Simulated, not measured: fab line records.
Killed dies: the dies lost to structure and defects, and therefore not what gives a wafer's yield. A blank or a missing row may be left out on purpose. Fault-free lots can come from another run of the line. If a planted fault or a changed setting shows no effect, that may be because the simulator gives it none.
Matching of chambers + flow sky130 + SKY_POLY_CUT_ETCH_11 on rie-diel-03 has 4 sister chambers
The step etches Si3N4 in CF4/CH2F2/Ar, stops on poly-Si, time 42.5 s, target depth 60 nm. 8 wafers are shown with their chamber, then 10 later ones without.

## WAFERS WITH THEIR CHAMBER
| wafer  | chamber | chamber-pressure-mTorr (mTorr) | cf4-flow-sccm (sccm) |
|--------|---------|--------------------------------|----------------------|
| L088.1 | 2       | 40.01                          | 39.93                |
| L088.5 | 0       | 39.95                          | 40.19                |
| L092.1 | 3       | 39.98                          | 40.21                |
| L092.4 | 2       | 40.01                          | 39.94                |
| L093.3 | 3       | 39.95                          | 39.92                |
| L093.6 | 1       | 40.00                          | 39.96                |
| L095.3 | 1       | 40.00                          | 39.92                |
| L095.5 | 0       | 39.93                          | 39.87                |

## WAFERS WHOSE CHAMBER IS MISSING
| wafer  | chamber-pressure-mTorr (mTorr) | cf4-flow-sccm (sccm) |
|--------|--------------------------------|----------------------|
| L095.6 | 40.00                          | 40.07                |
| L096.3 | 40.01                          | 39.92                |
| L096.5 | 39.95                          | 40.02                |
| L096.6 | 39.99                          | 40.17                |
| L094.2 | 39.91                          | 40.24                |
| L094.4 | 39.94                          | 40.11                |
| L094.5 | 40.05                          | 39.88                |
| L097.2 | 40.01                          | 39.91                |
| L097.4 | 39.97                          | 40.07                |
| L097.6 | 40.03                          | 39.80                |

## CHAMBER TAKEN BY EACH
| wafer  | from the rows above          | in truth |
|--------|------------------------------|----------|
| L095.6 | can't be placed: 1 or 2 or 3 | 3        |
| L096.3 | can't be placed: 2 or 1      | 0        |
| L096.5 | can't be placed: 0 or 3      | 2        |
| L096.6 | can't be placed: 1 or 3 or 2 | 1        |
| L094.2 | can't be placed: 0 or 3      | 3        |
| L094.4 | can't be placed: 0 or 3      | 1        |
| L094.5 | can't be placed: 2 or 1      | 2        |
| L097.2 | can't be placed: 2 or 1      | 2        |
| L097.4 | can't be placed: 3 or 0      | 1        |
| L097.6 | can't be placed: 2 or 1      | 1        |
0 of 10 placed correctly. From these rows, 10 cannot be placed; in 6 the true chamber is one of the candidates. 0 placed wrongly.
How it was worked out, from the rows above alone: a wafer's distance from a chamber is the root of the sum, over the readings, of the square of ((its reading less the chamber's mean) divided by the reading's scatter). The wafer belongs to the nearest chamber; if the next one is less than 2 further off, it can't be placed. For every chamber, the mean is computed from those of its wafers that are shown. The scatter: take each reading less its chamber's mean, square it, sum over the shown wafers, divide by the number of wafers less the number of chambers, and take the root.
